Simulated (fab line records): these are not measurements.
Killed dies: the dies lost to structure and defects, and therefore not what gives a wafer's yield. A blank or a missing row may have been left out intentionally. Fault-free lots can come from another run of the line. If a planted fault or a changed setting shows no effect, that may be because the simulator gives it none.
A struck lot beside a sound one / flow gf180mcu / 32 steps out of a route of 602
Sound: the wafers L519.2, L519.3, L519.4. Wafers L507.1, L507.3, L507.5 were the ones struck. The cause is named last.
For every step that has rows: the tool of each side, followed by ch and its chambers, followed by its first start. Under that, the readings that differ: sound wafers / struck wafers / difference of the means / sigmas: that difference in standard deviations of wafers without a fault.
alike: a reading whose means differ by less than 2 such deviations, as well as words and numbers matching on both sides. not compared: withheld readings; readings where some wafer has no value; bounds like >300 that might hide an equal value; numbers whose values overlap and for which the record gives no deviation.
The two part at a step that has a row with sigmas, a row that says differs or no value, or rows on one side only. Non-overlapping numbers with no deviation appear without sigmas and do not part them. Lack of a reading on every wafer of one side parts them only where that side has two or more wafers.

GF_HV_LDD_TW_MEAS_23:
  sound on filmMetro-02 at day 17 03:46; struck on filmMetro-04 at day 13 07:13
  alike: HV_LDD_2_TW
then, 7 steps without rows for these wafers: GF_HV_LDD_DEHYDRATE_24 (time 60 s); GF_HV_LDD_HMDS_25 (prime time 60 s); GF_HV_LDD_COAT_26 (resist thk 1000 nm); GF_HV_LDD_SOFTBAKE_27 (time 60 s); GF_HV_LDD_EXPOSE_28 (exposes mask Nplus HV AREA, target cd 400 nm); GF_HV_LDD_PEB_29; GF_HV_LDD_DEVELOP_30 (develop time 60 s).
GF_HV_LDD_CD_MEAS_31 targets a cd of 400 nm.
  sound on cdSem-01 at day 18 02:34; struck on cdSem-02 at day 14 03:15
  alike: cdNm
GF_HV_LDD_OVL_MEAS_32:
  sound on overlay-01 at day 18 02:40; struck on overlay-02 at day 14 03:22
  alike: HV_LDD_02_OVL
then, 2 steps without rows for these wafers: GF_HV_LDD_IMPLANT_33; GF_HV_LDD_IMPLANT_34.
GF_HV_LDD_IMPLANT_35:
  sound on implanter-01 ch 0, day 18 03:02; struck on implanter-04, day 14 03:42
  no value came back on the struck wafers for beamEnergyKeV, beamOnS (s), endStationPressureTorr (Torr); on the sound wafers beamEnergyKeV reads 59.984 60.002 60.013
next, for these wafers, 1 step has no rows: GF_HV_LDD_IMPLANT_36.
GF_HV_LDD_STRIP_37: strips in O2/N2.
  sound on plasmaAsher-01 ch 0,1, day 18 03:18; struck on plasmaAsher-03 ch 0,1, day 14 04:00
reading=drypumpMotorCurrentA (A); sound=5.3 5.9 5.3; struck=6.1 6.4 6.4; difference=+0.8; sigmas=+2
  alike: heaterPowerW, oesProductAu, stripTimeToEndpointS
  not compared: rfHoursCounterH
GF_HV_LDD_TW_MEAS_38:
  sound on filmMetro-04 at day 18 03:25; struck on filmMetro-02 at day 14 04:06
reading=HV_LDD_3_TW; sound=1444 1445 1445; struck=1297 1303 1292; difference=-147; sigmas=-11
then, 7 steps without rows for these wafers: GF_HV_LDD_DEHYDRATE_39 (time 60 s); GF_HV_LDD_HMDS_40 (prime time 60 s); GF_HV_LDD_COAT_41 (resist thk 1000 nm); GF_HV_LDD_SOFTBAKE_42 (time 60 s); GF_HV_LDD_EXPOSE_43 (exposes mask Pplus HV AREA, target cd 400 nm); GF_HV_LDD_PEB_44; GF_HV_LDD_DEVELOP_45 (develop time 60 s).
GF_HV_LDD_CD_MEAS_46 targets a cd of 400 nm.
  sound on cdSem-02 at day 19 03:13; struck on cdSem-01 at day 15 00:51
  alike: cdNm
GF_HV_LDD_OVL_MEAS_47:
  sound on overlay-01 at day 19 03:19; struck on overlay-02 at day 15 00:58
  alike: HV_LDD_03_OVL
next, for these wafers, 1 step has no rows: GF_HV_LDD_IMPLANT_48.
GF_HV_LDD_STRIP_49: strips in O2/N2.
  sound on plasmaAsher-02 ch 0,1, day 19 03:30; struck on plasmaAsher-01 ch 0,1, day 15 01:09
  alike: drypumpMotorCurrentA, heaterPowerW, oesProductAu, stripTimeToEndpointS
  not compared: rfHoursCounterH
GF_HV_LDD_TW_MEAS_50:
  sound on filmMetro-04 at day 19 03:37; struck on filmMetro-04 at day 15 01:15
  alike: HV_LDD_4_TW
then, 1 step without rows for these wafers: GF_HV_LDD_CLEAN_51 (cleans in SC1/SC2, time 150 s).
GF_HV_LDD_RTA_52: time 10 s.
  sound on rtpAnneal-01 ch 0, day 19 03:43; struck on rtpAnneal-01 ch 0, day 15 01:22
  alike: lampPowerPct, wafer_temp_C_max
GF_HV_LDD_RS_MEAS_53: measurement is done with a four-point probe.
  sound on filmMetro-03 at day 19 03:48; struck on filmMetro-03 at day 15 01:26
reading=HV_LDD_RS (ohm/sq); sound=420.2 419.0 418.8; struck=439.0 439.3 439.3; difference=+19.9; sigmas=+26
then, 1 step without rows for these wafers: GF_HV_LDD_CVD_54 (deposits SiO2 from TEOS, target thk 10 nm, time 75 s).

## WHERE THEY PART
Last at GF_HV_LDD_RS_MEAS_53 as far as this record goes, first at GF_HV_LDD_IMPLANT_35.

WHY: what had been put in by the simulator
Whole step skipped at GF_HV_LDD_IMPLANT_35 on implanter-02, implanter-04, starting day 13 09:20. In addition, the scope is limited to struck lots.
